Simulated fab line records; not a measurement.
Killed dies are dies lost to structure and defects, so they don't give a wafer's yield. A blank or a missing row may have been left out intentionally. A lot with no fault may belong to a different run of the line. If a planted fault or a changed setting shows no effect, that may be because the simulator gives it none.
The tool behind it: which one? || flow gf180mcu || 39 wafers from 13 lots sampled at 5 of the route's 602 steps

## WHAT THE GAUGES READ, wafer by wafer
GF_HV_LDD_CD_MEAS_19: target cd 400 nm.
{"lot": "L258", "measured": "day 11 02:08", "on": "cd_sem-02", "cd_nm (nm)": "400.6 401.1 400.9"}
{"lot": "L259", "measured": "day 11 08:50", "on": "cd_sem-01", "cd_nm (nm)": "401.6 397.8 400.2"}
{"lot": "L260", "measured": "day 11 20:19", "on": "cd_sem-02", "cd_nm (nm)": "397.3 400.6 398.6"}
{"lot": "L262", "measured": "day 12 09:44", "on": "cd_sem-01", "cd_nm (nm)": "- - -"}
{"lot": "L265", "measured": "day 13 02:07", "on": "cd_sem-02", "cd_nm (nm)": "- - -"}
{"lot": "L271", "measured": "day 15 03:11", "on": "cd_sem-02", "cd_nm (nm)": "401.5 401.6 401.8"}
{"lot": "L272", "measured": "day 15 12:05", "on": "cd_sem-02", "cd_nm (nm)": "399.1 399.1 396.1"}
{"lot": "L273", "measured": "day 15 21:12", "on": "cd_sem-01", "cd_nm (nm)": "400.1 401.5 400.0"}
{"lot": "L274", "measured": "day 16 03:38", "on": "cd_sem-02", "cd_nm (nm)": "396.3 395.8 396.2"}
{"lot": "L275", "measured": "day 16 10:59", "on": "cd_sem-01", "cd_nm (nm)": "398.7 396.0 397.7"}
{"lot": "L276", "measured": "day 16 16:19", "on": "cd_sem-02", "cd_nm (nm)": "401.6 404.0 402.8"}
{"lot": "L279", "measured": "day 18 01:53", "on": "cd_sem-02", "cd_nm (nm)": "400.0 399.4 399.7"}
{"lot": "L280", "measured": "day 18 01:53", "on": "cd_sem-01", "cd_nm (nm)": "395.3 397.2 396.6"}

GF_HV_LDD_OVL_MEAS_20.
{"lot": "L258", "measured": "day 11 02:16", "on": "overlay-02", "HV_LDD_01_OVL (nm)": "2.7 4.6 3.3"}
{"lot": "L259", "measured": "day 11 08:58", "on": "overlay-01", "HV_LDD_01_OVL (nm)": "3.8 3.0 1.9"}
{"lot": "L260", "measured": "day 11 20:25", "on": "overlay-02", "HV_LDD_01_OVL (nm)": "-1.4 -1.7 0.8"}
{"lot": "L262", "measured": "day 12 09:49", "on": "overlay-02", "HV_LDD_01_OVL (nm)": "- - -"}
{"lot": "L265", "measured": "day 13 02:13", "on": "overlay-01", "HV_LDD_01_OVL (nm)": "- - -"}
{"lot": "L271", "measured": "day 15 03:18", "on": "overlay-02", "HV_LDD_01_OVL (nm)": "3.4 1.1 1.0"}
{"lot": "L272", "measured": "day 15 12:12", "on": "overlay-01", "HV_LDD_01_OVL (nm)": "0.6 2.2 0.9"}
{"lot": "L273", "measured": "day 15 21:18", "on": "overlay-02", "HV_LDD_01_OVL (nm)": "2.8 3.5 4.9"}
{"lot": "L274", "measured": "day 16 03:45", "on": "overlay-01", "HV_LDD_01_OVL (nm)": "0.1 -1.7 2.3"}
{"lot": "L275", "measured": "day 16 11:06", "on": "overlay-02", "HV_LDD_01_OVL (nm)": "-0.1 1.0 1.1"}
{"lot": "L276", "measured": "day 16 16:26", "on": "overlay-02", "HV_LDD_01_OVL (nm)": "2.1 1.6 0.2"}
{"lot": "L279", "measured": "day 18 02:00", "on": "overlay-01", "HV_LDD_01_OVL (nm)": "0.1 -0.6 2.3"}
{"lot": "L280", "measured": "day 18 02:00", "on": "overlay-02", "HV_LDD_01_OVL (nm)": "2.0 0.7 1.1"}

GF_HV_LDD_TW_MEAS_23.
{"lot": "L258", "measured": "day 11 02:32", "on": "film_metro-03", "HV_LDD_2_TW": "1076 1072 1077"}
{"lot": "L259", "measured": "day 11 09:14", "on": "film_metro-01", "HV_LDD_2_TW": "1045 1047 1046"}
{"lot": "L260", "measured": "day 11 20:42", "on": "film_metro-04", "HV_LDD_2_TW": "1052 1050 1052"}
{"lot": "L262", "measured": "day 12 10:07", "on": "film_metro-01", "HV_LDD_2_TW": "30 30 30"}
{"lot": "L265", "measured": "day 13 02:30", "on": "film_metro-01", "HV_LDD_2_TW": "30 30 30"}
{"lot": "L271", "measured": "day 15 03:35", "on": "film_metro-01", "HV_LDD_2_TW": "1045 1045 1043"}
{"lot": "L272", "measured": "day 15 12:29", "on": "film_metro-01", "HV_LDD_2_TW": "1047 1039 1042"}
{"lot": "L273", "measured": "day 15 21:35", "on": "film_metro-04", "HV_LDD_2_TW": "1039 1041 1041"}
{"lot": "L274", "measured": "day 16 04:02", "on": "film_metro-04", "HV_LDD_2_TW": "1052 1045 1050"}
{"lot": "L275", "measured": "day 16 11:23", "on": "film_metro-01", "HV_LDD_2_TW": "1050 1046 1048"}
{"lot": "L276", "measured": "day 16 16:44", "on": "film_metro-04", "HV_LDD_2_TW": "1050 1047 1048"}
{"lot": "L279", "measured": "day 18 02:17", "on": "film_metro-03", "HV_LDD_2_TW": "1068 1062 1067"}
{"lot": "L280", "measured": "day 18 02:19", "on": "film_metro-04", "HV_LDD_2_TW": "1051 1045 1046"}

GF_CONTACT_THK_MEAS_03.
{"lot": "L258", "measured": "day 15 11:32", "on": "film_metro-04", "CONTACT_CVD_02_THK (nm)": "839 854 871"}
{"lot": "L259", "measured": "day 15 18:26", "on": "film_metro-01", "CONTACT_CVD_02_THK (nm)": "855 860 879"}
{"lot": "L260", "measured": "day 16 08:07", "on": "film_metro-04", "CONTACT_CVD_02_THK (nm)": "844 871 879"}
{"lot": "L271", "measured": "day 20 03:49", "on": "film_metro-03", "CONTACT_CVD_02_THK (nm)": "865 874 887"}
{"lot": "L272", "measured": "day 20 14:58", "on": "film_metro-03", "CONTACT_CVD_02_THK (nm)": "836 823 836"}
{"lot": "L273", "measured": "day 20 22:33", "on": "film_metro-04", "CONTACT_CVD_02_THK (nm)": "860 882 849"}
{"lot": "L274", "measured": "day 21 07:35", "on": "film_metro-01", "CONTACT_CVD_02_THK (nm)": "840 858 869"}
{"lot": "L275", "measured": "day 21 15:23", "on": "film_metro-03", "CONTACT_CVD_02_THK (nm)": "829 847 866"}
{"lot": "L276", "measured": "day 21 21:55", "on": "film_metro-03", "CONTACT_CVD_02_THK (nm)": "838 849 868"}
{"lot": "L279", "measured": "day 23 07:17", "on": "film_metro-01", "CONTACT_CVD_02_THK (nm)": "855 836 860"}
{"lot": "L280", "measured": "day 23 07:43", "on": "film_metro-04", "CONTACT_CVD_02_THK (nm)": "834 851 852"}

## WHICH TOOL RAN EACH LOT (tool, then ch and the chambers of the sampled wafers, then the start)
{"lot": "L258", "GF_HV_LDD_DEVELOP_18": "litho_track-02 ch 0, day 11 01:59"}
{"lot": "L259", "GF_HV_LDD_DEVELOP_18": "litho_track-02 ch 0, day 11 08:41"}
{"lot": "L260", "GF_HV_LDD_DEVELOP_18": "litho_track-02 ch 0, day 11 20:10"}
{"lot": "L262", "GF_HV_LDD_DEVELOP_18": "litho_track-02 ch 0, day 12 09:35"}
{"lot": "L265", "GF_HV_LDD_DEVELOP_18": "litho_track-02 ch 0, day 13 01:58"}
{"lot": "L271", "GF_HV_LDD_DEVELOP_18": "litho_track-04 ch 0, day 15 03:02"}
{"lot": "L272", "GF_HV_LDD_DEVELOP_18": "litho_track-04 ch 0, day 15 11:56"}
{"lot": "L273", "GF_HV_LDD_DEVELOP_18": "litho_track-04 ch 0, day 15 21:03"}
{"lot": "L274", "GF_HV_LDD_DEVELOP_18": "litho_track-04 ch 0, day 16 03:29"}
{"lot": "L275", "GF_HV_LDD_DEVELOP_18": "litho_track-02 ch 0, day 16 10:50"}
{"lot": "L276", "GF_HV_LDD_DEVELOP_18": "litho_track-01 ch 0, day 16 16:10"}
{"lot": "L279", "GF_HV_LDD_DEVELOP_18": "litho_track-04 ch 0, day 18 01:44"}
{"lot": "L280", "GF_HV_LDD_DEVELOP_18": "litho_track-02 ch 0, day 18 01:44"}
- GF_HV_LDD_DEVELOP_18: develop time 60 s.

## AS READ BY THE TOOLS THEMSELVES (means over the sampled wafers that have a number; for cases with no such wafer, the mark the record gives instead)
GF_HV_LDD_DEVELOP_18.
{"lot": "L258", "tool": "litho_track-02", "resist_line_temp_C (C)": 23.07}
{"lot": "L259", "tool": "litho_track-02", "resist_line_temp_C (C)": 23.08}
{"lot": "L260", "tool": "litho_track-02", "resist_line_temp_C (C)": 22.96}
{"lot": "L262", "tool": "litho_track-02", "resist_line_temp_C (C)": 23.00}
{"lot": "L265", "tool": "litho_track-02", "resist_line_temp_C (C)": 22.97}
{"lot": "L271", "tool": "litho_track-04", "resist_line_temp_C (C)": 23.03}
{"lot": "L272", "tool": "litho_track-04", "resist_line_temp_C (C)": 23.10}
{"lot": "L273", "tool": "litho_track-04", "resist_line_temp_C (C)": 23.11}
{"lot": "L274", "tool": "litho_track-04", "resist_line_temp_C (C)": 23.07}
{"lot": "L275", "tool": "litho_track-02", "resist_line_temp_C (C)": 22.96}
{"lot": "L276", "tool": "litho_track-01", "resist_line_temp_C (C)": 23.02}
{"lot": "L279", "tool": "litho_track-04", "resist_line_temp_C (C)": 22.99}
{"lot": "L280", "tool": "litho_track-02", "resist_line_temp_C (C)": 22.91}

## THE ANSWER, worked out from the rows above alone
Rule: usual is defined by the lots themselves. Put in order of their means at a reading, lots are off if they are a third of the lots or fewer, leave a main group of 4 or more, and stand apart from it by a gap of 3 or more times the standard deviation of the main group's means; of several such gaps the widest counts. A main group is skipped when, at the precision printed for the reading in the tables above, its means are all equal. A lot without any number at a reading at which 4 lots or more have one is off too. Any other lot the step has rows for is counted as sound. Order of review: gauges by route order, followed by the tools' own readings, for which a lot's mean as printed above is used. The first step at which some lot is off is used, and at that step the reading that is off furthest; a lot without a number counts as furthest.
Off, at GF_HV_LDD_CD_MEAS_19 on cd_nm: L262, L265. Without a number there: L262, L265. Main group: mean 399.3 nm, sd 2.
If a tool, at a process step before that reading, ran all the lots that are off and no sound lot after the first of them, it fits. Not tried: the gauges at GF_HV_LDD_CD_MEAS_19; whatever is off there is also off at GF_HV_LDD_OVL_MEAS_20, on other tools, and gauge error can't account for it. None of those tried fits.

## WHAT HAD BEEN PUT IN BY THE SIMULATOR
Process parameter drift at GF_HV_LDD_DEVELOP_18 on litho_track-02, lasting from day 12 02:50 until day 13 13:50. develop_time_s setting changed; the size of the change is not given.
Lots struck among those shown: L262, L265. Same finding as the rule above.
